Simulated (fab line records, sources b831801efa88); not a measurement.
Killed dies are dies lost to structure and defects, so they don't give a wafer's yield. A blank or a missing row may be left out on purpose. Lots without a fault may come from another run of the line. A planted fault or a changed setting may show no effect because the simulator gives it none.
Which tool did it? | flow gf180mcu | 6 lots, 18 wafers sampled, at 2 steps of a route of 602

WHAT THE GAUGES READ, wafer by wafer
GF_MVPSD_TW_MEAS_11.
lot  | measured    | on            | MVPSD_TW
L135 | day 5 13:48 | film_metro-01 | 552 551 553
L138 | day 6 05:55 | film_metro-01 | 552 550 549
L140 | day 6 17:41 | film_metro-04 | 546 547 546
L145 | day 7 22:07 | film_metro-01 | 554 552 552
L148 | day 8 13:29 | film_metro-03 | 591 591 591
L152 | day 9 19:42 | film_metro-04 | 550 546 550

WHICH TOOL RAN EACH LOT (tool, then ch and the chambers of the sampled wafers, then the start)
lot  | GF_MVPSD_IMPLANT_08
L135 | implanter-03 ch 0, day 5 13:25
L138 | implanter-02 ch 0, day 6 05:32
L140 | implanter-03 ch 0, day 6 17:17
L145 | implanter-03 ch 0, day 7 21:44
L148 | implanter-03 ch 0, day 8 13:05
L152 | implanter-02 ch 0, day 9 19:19
- GF_MVPSD_IMPLANT_08

THE ANSWER, worked out from the rows above alone
Rule: what is usual is taken from the lots themselves. Put in order of their means at a reading, lots are off if they are a third of the lots or fewer, leave a main group of 4 or more, and stand apart from it by a gap of 3 or more times the standard deviation of the main group's means; of several such gaps the widest counts. A main group whose means are all the same, to the digits that the tables above print for the reading, isn't used. A lot without any number at a reading at which 4 lots or more have one is off too. The other lots that the step has rows for count as sound.
Off: L148, at GF_MVPSD_TW_MEAS_11 (MVPSD_TW). The main group: mean 550, standard deviation 2.3.
A tool fits if, at a process step before that reading, it ran every lot that is off, and no sound lot after the first of them. The gauges at GF_MVPSD_TW_MEAS_11 are tried like those tools. Can't be told from this: 2 tools fit, implanter-03 at GF_MVPSD_IMPLANT_08, film_metro-03 at GF_MVPSD_TW_MEAS_11.

WHAT THE SIMULATOR HAD PUT IN
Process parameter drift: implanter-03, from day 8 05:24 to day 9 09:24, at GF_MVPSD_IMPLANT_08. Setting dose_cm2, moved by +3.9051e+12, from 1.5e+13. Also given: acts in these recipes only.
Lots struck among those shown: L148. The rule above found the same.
